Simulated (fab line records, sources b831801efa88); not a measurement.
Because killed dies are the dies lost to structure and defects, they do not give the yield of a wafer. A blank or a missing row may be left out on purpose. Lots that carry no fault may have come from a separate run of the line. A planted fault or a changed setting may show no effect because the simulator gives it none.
A lot that was struck, set against a sound lot	flow gf180mcu	43 steps out of a route of 602
Sound: the wafers L876.2, L876.3, L876.5. Wafers struck: L888.1, L888.2, L888.3. The cause comes at the end.
At each step with rows: each side's tool, then ch and its chambers, then its first start. Under that, the readings that differ: sound wafers	struck wafers	difference of the means	sigmas: that difference in standard deviations of wafers without a fault.
alike: words and numbers the same on both sides, and readings whose means are apart by under 2 such deviations; not compared: readings that were withheld, readings missing a value for some wafer, numbers with overlapping values and no deviation given by the record, and bounds like >300 which may hide the same value.
Wherever a step has rows on one side only, a row that says differs or no value, or a row with sigmas, the two part there. Non-overlapping numbers with no deviation appear without sigmas and do not part them. A reading missing from all wafers of one side parts the sides only when that side holds two or more wafers.

first, 7 steps without rows for these wafers: GF_POLY_GATE_HMDS_03 (prime time 60 s); GF_POLY_GATE_COAT_04; GF_POLY_GATE_COAT_05 (resist thk 700 nm); GF_POLY_GATE_SOFTBAKE_06 (time 60 s); GF_POLY_GATE_EXPOSE_07 (exposes mask Poly2, target cd 280 nm); GF_POLY_GATE_PEB_08 (peb time 90 s); GF_POLY_GATE_DEVELOP_09 (develop time 60 s).
GF_POLY_GATE_CD_MEAS_10: the cd target is 280 nm.
  struck on cd sem-01, day 14 09:28; sound on cd sem-01, day 10 18:59
  alike: cd nm
GF_POLY_GATE_OVL_MEAS_11:
  struck on overlay-01, day 14 09:35; sound on overlay-01, day 10 19:06
  alike: POLY_GATE_OVL
GF_POLY_GATE_ETCH_12: etches BARC in N2/H2.
  sound on rie diel-02 ch 0,1,2, day 10 19:08; struck on rie diel-02 ch 0,1,3, day 14 09:38
  alike: drypump motor current A, oes product au, throttle valve pct
GF_POLY_GATE_ETCH_13: etches poly-Si in HBr/Cl2, stops on SiO2, target depth 198.5 nm, time 69.6 s.
  sound on rie si-02 ch 1,2, day 10 19:11; struck on rie si-01 ch 0,1,2, day 14 09:41
  alike: drypump motor current A, oes product au, throttle valve pct
  not compared: rf hours counter h
GF_POLY_GATE_STRIP_14: strips in O2/N2.
  sound on plasma asher-03 ch 0,1, day 10 19:14; struck on plasma asher-03 ch 0,1, day 14 09:44
  alike: drypump motor current A, heater power w, o2 flow sccm, oes product au, platen temp c
  not compared: rf hours counter h
GF_POLY_GATE_CLEAN_15: cleans in SC1/SC2, time 150 s.
  sound on wet bench-01 ch 1, day 10 19:20; struck on wet bench-01 ch 2, day 14 09:50
  alike: bath guard temp C
then, 1 step without rows for these wafers: GF_POLY_GATE_OXIDATION_16 (stabilise 600 s, purge 300 s, target thk 4 nm).
GF_POLY_GATE_THK_MEAS_17:
  struck on film metro-03, day 14 11:08; sound on film metro-04, day 10 21:48
  alike: POLY_GATE_OXIDATION_THK
GF_POLY_GATE_CD_MEAS_18:
  struck on cd sem-02, day 14 11:12; sound on cd sem-02, day 10 21:53
  alike: cd nm
then, 7 steps without rows for these wafers: GF_HV_LDD_DEHYDRATE_00 (time 60 s); GF_HV_LDD_HMDS_01 (prime time 60 s); GF_HV_LDD_COAT_02 (resist thk 1000 nm); GF_HV_LDD_SOFTBAKE_03 (time 60 s); GF_HV_LDD_EXPOSE_04 (exposes mask Nplus LV AREA, target cd 400 nm); GF_HV_LDD_PEB_05; GF_HV_LDD_DEVELOP_06 (develop time 60 s).
GF_HV_LDD_CD_MEAS_07: the cd target is 400 nm.
  struck on cd sem-01, day 15 08:39; sound on cd sem-02, day 11 14:29
  alike: cd nm
GF_HV_LDD_OVL_MEAS_08:
  struck on overlay-02, day 15 08:46; sound on overlay-02, day 11 14:35
  alike: HV_LDD_OVL
following that, these wafers have no rows for 1 step: GF_HV_LDD_IMPLANT_09.
GF_HV_LDD_STRIP_10: strips in O2/N2.
  sound on plasma asher-04 ch 0,1, day 11 14:46; struck on plasma asher-02 ch 0,1, day 15 08:58
  alike: drypump motor current A, heater power w, o2 flow sccm, oes product au, platen temp c, strip time to endpoint s
  not compared: rf hours counter h
GF_HV_LDD_TW_MEAS_11:
  struck on film metro-04, day 15 09:04; sound on film metro-04, day 11 14:52
  alike: HV_LDD_TW
then, 7 steps without rows for these wafers: GF_HV_LDD_DEHYDRATE_12 (time 60 s); GF_HV_LDD_HMDS_13 (prime time 60 s); GF_HV_LDD_COAT_14 (resist thk 1000 nm); GF_HV_LDD_SOFTBAKE_15 (time 60 s); GF_HV_LDD_EXPOSE_16 (exposes mask Pplus LV AREA, target cd 400 nm); GF_HV_LDD_PEB_17; GF_HV_LDD_DEVELOP_18 (develop time 60 s).
GF_HV_LDD_CD_MEAS_19: the cd target is 400 nm.
  struck on cd sem-01, day 16 07:36; sound on cd sem-02, day 12 09:44
  alike: cd nm
GF_HV_LDD_OVL_MEAS_20:
  struck on overlay-01, day 16 07:43; sound on overlay-02, day 12 09:51
  alike: HV_LDD_01_OVL
following that, these wafers have no rows for 1 step: GF_HV_LDD_IMPLANT_21.
GF_HV_LDD_STRIP_22: strips in O2/N2.
  sound on plasma asher-02 ch 0,1, day 12 10:02; struck on plasma asher-04 ch 0,1, day 16 07:55
  alike: drypump motor current A, heater power w, o2 flow sccm, oes product au, platen temp c, strip time to endpoint s
  not compared: rf hours counter h
GF_HV_LDD_TW_MEAS_23:
  struck on film metro-02, day 16 08:01; sound on film metro-03, day 12 10:08
  alike: HV_LDD_2_TW
then, 2 steps without rows for these wafers: GF_HV_LDD_DEHYDRATE_24 (time 60 s); GF_HV_LDD_HMDS_25 (prime time 60 s).
-- a jump in the record: the struck wafers' starts before and after are 18 days apart (it breaks off in module HV_LDD and resumes in module PASSIVATION, where the first step shown is number 602 of the route) --
GF_PASSIVATION_PROBE_99:
  only the struck wafers here have rows in the record (prober-01, day 33 23:26); the sound ones have none

WHERE THEY PART
GF_PASSIVATION_PROBE_99 only, going by this record.

WHY: the cause the simulator had injected
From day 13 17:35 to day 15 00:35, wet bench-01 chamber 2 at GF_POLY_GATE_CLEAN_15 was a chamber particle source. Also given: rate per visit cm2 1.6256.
